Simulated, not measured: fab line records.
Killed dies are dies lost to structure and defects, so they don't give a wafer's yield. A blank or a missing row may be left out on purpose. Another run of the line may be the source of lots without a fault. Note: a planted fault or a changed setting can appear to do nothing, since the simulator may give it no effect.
fab line records	flow sky130
record: lots: 12	wafers: 36	last-day: 50
route steps=708 shown PWDE@84 SONOS_TUNNEL@166 LDD_P@257 LI_CONTACT@365
lots that met no fault: taken from a fault-free run of the same line
start-h: hours from the record's opening day to when the first of the lot's shown wafers began	wait-h: hours elapsed since this lot's preceding step	" repeats the value in the row above	L1.1+2: several wafers, shown together as one row	- either no value or no given start	* or withheld: withheld	< > ~ a bound
route shown NAME@n: NAME is a module with steps in the file, n the number in the route of the first one	usual: mean/standard deviation of fault-free wafers	same: alike in all rows	chamber/n: place in a boat	sites: the reading at each site	_std_site: standard deviation across them	_edge_site: mean of outer sites minus mean of inner sites	radius-mm: how far each site lies from the wafer's centre	mask NAME#n: copy n	behind: the tool/chamber that last shaped the wafer	hold: reason for holding the lot/hours on hold/outcome of the hold	device: which transistor (n, p or np) failed to switch	end of line: the route-end tests of the same wafers	for a step that has no rows: nothing shown but its recipe	killed: not the wafer's yield, but the dies lost to structure and defects at the first sort	map: the dies of a wafer, with x for killed, . for not killed, _ for no die there
set.NAME: the setting the step ran with; set.NAME@STEP: the setting that earlier step ran with	model.NAME: the simulator's own value behind a step, which no gauge read
one table for each step of the route and one row for each wafer, over a sample of lots
services: when a tool's chamber went out of use (start-h, in hours from the record's first day, below 0 if earlier), for how many hours, and the reason
== steps ==
step: SKY_NWELL_RS_MEAS_31
recipe: thk-meas-gauge: four-point-probe
usual: PWDE_RS: 5278/17
lot.wafer	tool	chamber	start-h	wait-h	PWDE_RS[ohm/sq]
L550.1	film-metro-04	-	105.18	0.1	5258
L550.2	"	-	"	"	5281
L550.5	"	-	"	"	5282
L551.1	film-metro-04	-	109.38	0.1	5296
L551.4	"	-	"	"	5280
L551.5	"	-	"	"	5306
L552.1	film-metro-02	-	118.25	0.1	5286
L552.3	"	-	"	"	5245
L552.5	"	-	"	"	5264
L555.2	film-metro-03	-	135.14	0.1	5261
L555.4	"	-	"	"	5252
L555.5	"	-	"	"	5258
L556.1	film-metro-04	-	141.77	0.1	5279
L556.4	"	-	"	"	5285
L556.5	"	-	"	"	5288
L557.3	film-metro-04	-	147.67	0.1	5265
L557.5	"	-	"	"	5277
L557.6	"	-	"	"	5269
L558.1	film-metro-03	-	153.98	0.1	5296
L558.3	"	-	"	"	5295
L558.5	"	-	"	"	5302
L561.1	film-metro-04	-	170.13	0.1	5314
L561.3	"	-	"	"	5297
L561.4	"	-	"	"	5295
L563.1	film-metro-04	-	181.88	0.1	5283
L563.2	"	-	"	"	5270
L563.4	"	-	"	"	5274
L571.1	film-metro-02	-	235.69	0.1	5253
L571.2	"	-	"	"	5239
L571.3	"	-	"	"	5255
L572.1	film-metro-02	-	238.22	0.1	5296
L572.3	"	-	"	"	5285
L572.6	"	-	"	"	5309
L573.1	film-metro-03	-	245.72	0.1	5270
L573.2	"	-	"	"	5280
L573.4	"	-	"	"	5277
step: SKY_SONOS_TUNNEL_TW_MEAS_12
usual: SONOS_TUNNEL_TW: 198/3.4
lot.wafer	tool	chamber	start-h	wait-h	SONOS_TUNNEL_TW
L550.1	film-metro-03	-	250.71	0.0	199
L550.2	"	-	"	"	199
L550.5	"	-	"	"	200
L551.1	film-metro-01	-	253.93	0.0	203
L551.4	"	-	"	"	203
L551.5	"	-	"	"	203
L552.1	film-metro-03	-	265.94	0.0	198
L552.3	"	-	"	"	197
L552.5	"	-	"	"	199
L555.2	film-metro-04	-	289.78	0.0	195
L555.4	"	-	"	"	195
L555.5	"	-	"	"	195
L556.1	film-metro-01	-	300.33	0.0	200
L556.4	"	-	"	"	200
L556.5	"	-	"	"	200
L557.3	film-metro-01	-	306.73	0.0	200
L557.5	"	-	"	"	201
L557.6	"	-	"	"	201
L558.1	film-metro-01	-	314.82	0.0	202
L558.3	"	-	"	"	201
L558.5	"	-	"	"	201
L561.1	film-metro-04	-	336.85	0.0	193
L561.3	"	-	"	"	193
L561.4	"	-	"	"	192
L563.1	film-metro-04	-	351.99	0.0	193
L563.2	"	-	"	"	193
L563.4	"	-	"	"	193
L571.1	film-metro-01	-	421.68	0.0	203
L571.2	"	-	"	"	204
L571.3	"	-	"	"	204
L572.1	film-metro-03	-	424.49	0.0	197
L572.3	"	-	"	"	197
L572.6	"	-	"	"	197
L573.1	film-metro-03	-	433.90	0.0	198
L573.2	"	-	"	"	198
L573.4	"	-	"	"	197
step: SKY_LDD_P_COAT_02
recipe: resist: NOVOLAK	spin-rpm: 3000	resist-thk-nm: 1140
lot.wafer	tool	chamber	start-h	wait-h
L550.1+2+5	litho-track-03	0	414.58	0.1
L551.1+4+5	litho-track-03	0	415.53	0.1
L552.1+3+5	litho-track-01	0	437.50	0.1
L555.2+4+5	litho-track-02	0	470.06	0.1
L556.1+4+5	litho-track-03	0	480.83	0.1
L557.3+5+6	litho-track-02	0	490.54	0.1
L558.1+3+5	litho-track-01	0	492.10	0.1
L561.1+3+4	litho-track-01	0	520.25	0.1
L563.1+2+4	litho-track-01	0	542.05	0.1
L571.1+2+3	litho-track-01	0	604.10	0.1
L572.1+3+6	litho-track-03	0	606.43	0.1
L573.1+2+4	litho-track-02	0	611.29	0.1
step: SKY_LDD_P_CD_MEAS_07
recipe: target-cd-nm: 380
usual: cd-nm: 378.8/2.4
lot.wafer	tool	chamber	start-h	wait-h	cd-nm
L550.1	cd-sem-02	-	429.65	0.1	377.5
L550.2	"	-	"	"	378.2
L550.5	"	-	"	"	379.0
L551.1	cd-sem-01	-	430.53	0.1	384.0
L551.4	"	-	"	"	385.7
L551.5	"	-	"	"	381.9
L552.1	cd-sem-01	-	453.88	0.1	377.9
L552.3	"	-	"	"	377.8
L552.5	"	-	"	"	377.1
L555.2	cd-sem-01	-	485.87	0.1	375.7
L555.4	"	-	"	"	376.6
L555.5	"	-	"	"	376.5
L556.1	cd-sem-01	-	495.85	0.1	378.7
L556.4	"	-	"	"	377.4
L556.5	"	-	"	"	376.2
L557.3	cd-sem-02	-	505.18	0.1	382.0
L557.5	"	-	"	"	381.5
L557.6	"	-	"	"	384.0
L558.1	cd-sem-02	-	506.78	0.1	379.4
L558.3	"	-	"	"	380.6
L558.5	"	-	"	"	379.9
L561.1	cd-sem-01	-	534.75	0.1	350.6
L561.3	"	-	"	"	351.4
L561.4	"	-	"	"	352.4
L563.1	cd-sem-02	-	557.03	0.1	352.0
L563.2	"	-	"	"	351.8
L563.4	"	-	"	"	351.1
L571.1	cd-sem-02	-	619.00	0.1	376.7
L571.2	"	-	"	"	377.7
L571.3	"	-	"	"	378.0
L572.1	cd-sem-01	-	621.03	0.2	377.3
L572.3	"	-	"	"	377.7
L572.6	"	-	"	"	376.0
L573.1	cd-sem-01	-	625.58	0.1	380.1
L573.2	"	-	"	"	382.0
L573.4	"	-	"	"	379.6
step: SKY_LDD_P_STRIP_10
recipe: chemistry: O2/N2	power-w: 1400	pressure-mtorr: 1500	platen-temp-c: withheld	o2-flow-sccm: 3000	n2-flow-sccm: 300	overash-fraction: 0.5
usual: drypump-motor-current-A: 5.7/0.53	oes-product-au: 0.715/0.0042	strip-time-to-endpoint-s: 14.18/0.039
lot.wafer	tool	chamber	start-h	wait-h	drypump-motor-current-A	oes-product-au	rf-hours-counter-h	strip-time-to-endpoint-s
L550.1	plasma-asher-02	1	429.95	0.1	5.5	0.713	62	14.13
L550.2	"	0	"	"	5.7	0.716	62	14.13
L550.5	"	0	"	"	5.7	0.719	-	14.12
L551.1	plasma-asher-01	1	430.84	0.1	5.5	0.717	33	14.21
L551.4	"	0	"	"	5.8	0.716	-	14.21
L551.5	"	1	"	"	5.5	0.715	-	14.17
L552.1	plasma-asher-03	1	454.19	0.1	5.0	0.715	2	14.17
L552.3	"	0	"	"	6.5	0.713	-	14.23
L552.5	"	1	"	"	5.0	0.721	-	14.16
L555.2	plasma-asher-02	1	486.15	0.1	5.5	0.712	67	14.23
L555.4	"	1	"	"	5.4	0.715	-	14.16
L555.5	"	0	"	"	5.7	0.713	-	14.18
L556.1	plasma-asher-02	1	496.15	0.1	5.4	0.717	69	14.16
L556.4	"	0	"	"	5.7	0.714	-	14.10
L556.5	"	1	"	"	5.4	0.717	-	14.08
L557.3	plasma-asher-03	0	505.48	0.1	6.5	0.714	-	14.23
L557.5	"	1	"	"	5.0	0.711	-	14.23
L557.6	"	0	"	"	6.5	0.714	-	14.24
L558.1	plasma-asher-02	0	507.09	0.1	5.7	0.714	70	14.16
L558.3	"	0	"	"	5.7	0.723	-	14.22
L558.5	"	0	"	"	5.7	0.721	-	14.21
L561.1	plasma-asher-03	0	535.05	0.1	6.5	0.719	10	17.77
L561.3	"	1	"	"	5.0	0.713	-	17.77
L561.4	"	0	"	"	6.5	0.712	-	17.78
L563.1	plasma-asher-03	0	557.34	0.1	6.5	0.709	13	17.79
L563.2	"	1	"	"	5.0	0.711	13	17.83
L563.4	"	1	"	"	5.0	0.713	-	17.78
L571.1	plasma-asher-02	1	619.30	0.1	5.4	0.715	80	14.18
L571.2	"	0	"	"	5.7	0.714	80	14.23
L571.3	"	1	"	"	5.5	0.714	-	14.20
L572.1	plasma-asher-03	0	621.34	0.1	6.5	0.707	19	14.26
L572.3	"	0	"	"	6.5	0.712	-	14.23
L572.6	"	0	"	"	6.5	0.713	-	14.22
L573.1	plasma-asher-03	0	625.89	0.1	6.5	0.719	20	14.16
L573.2	"	1	"	"	5.0	0.718	20	14.13
L573.4	"	1	"	"	5.0	0.712	-	14.16
step: SKY_LI_CONTACT_BOW_MEAS_03
recipe: mode: bow
usual: LI_CONTACT_BOW: 55/6.4
lot.wafer	tool	chamber	start-h	wait-h	LI_CONTACT_BOW[um]
L550.1	film-metro-02	-	642.77	0.1	61
L550.2	"	-	"	"	51
L550.5	"	-	"	"	49
L551.1	film-metro-02	-	646.14	0.2	57
L551.4	"	-	"	"	45
L551.5	"	-	"	"	44
L552.1	film-metro-02	-	666.07	0.1	63
L552.3	"	-	"	"	59
L552.5	"	-	"	"	61
L555.2	film-metro-02	-	695.93	0.2	50
L555.4	"	-	"	"	56
L555.5	"	-	"	"	54
L556.1	film-metro-04	-	705.62	0.2	50
L556.4	"	-	"	"	59
L556.5	"	-	"	"	54
L557.3	film-metro-02	-	714.03	0.3	62
L557.5	"	-	"	"	46
L557.6	"	-	"	"	62
L558.1	film-metro-04	-	714.47	0.2	63
L558.3	"	-	"	"	58
L558.5	"	-	"	"	52
L561.1	film-metro-04	-	740.27	0.1	53
L561.3	"	-	"	"	52
L561.4	"	-	"	"	58
L563.1	film-metro-01	-	761.97	0.1	59
L563.2	"	-	"	"	60
L563.4	"	-	"	"	66
L571.1	film-metro-01	-	817.69	0.2	47
L571.2	"	-	"	"	52
L571.3	"	-	"	"	49
L572.1	film-metro-02	-	820.92	0.1	48
L572.3	"	-	"	"	48
L572.6	"	-	"	"	50
L573.1	film-metro-04	-	825.29	0.2	47
L573.2	"	-	"	"	51
L573.4	"	-	"	"	62
== services ==
tool	chamber	start-h	hours	kind
plasma-asher-03	-	398.08	4.0	repair
plasma-asher-03	-	421.25	9.0	pm
plasma-asher-03	0	421.25	9.0	vent-cycle
plasma-asher-03	1	421.25	9.0	vent-cycle
plasma-asher-03	0	430.25	-	clean
plasma-asher-03	1	430.25	-	clean
plasma-asher-03	-	491.41	2.8	pm
plasma-asher-02	-	513.27	4.5	repair
plasma-asher-01	-	614.40	28.1	pm
== key ==
first-sign: step: SKY_LDD_P_CD_MEAS_07	reading: cd-nm	direction: down	sigmas: 11	usual: 378.8	struck: 351.5
effect: step: SKY_LDD_P_STRIP_10	reading: strip-time-to-endpoint-s	direction: up	sigmas: 92	usual: *	struck: *
met-at SKY_LDD_P_COAT_02
struck-lots L561,L563
tester-left-out L561,L563
not-acting-at SKY_NWELL_RS_MEAS_31,SKY_SONOS_TUNNEL_TW_MEAS_12,SKY_LI_CONTACT_BOW_MEAS_03
onset-between 492.10 520.25
fault: kind: process-parameter-drift	tool: litho-track-01	chamber: -	onset-h: 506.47	steps: SKY_LDD_P_COAT_02	channel: resist-thk-nm	offset: 323.99	shape: step	end-h: 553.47	acts-in: these-recipes-only	stated: 1140
tester-left-out: of these lots the tester's yield and bins aren't shown, on N5 and GAA mostly nor the transistor test; their killed dies are dies lost to structure and defects alone, not to doping, threshold or leakage, so they don't give the yield
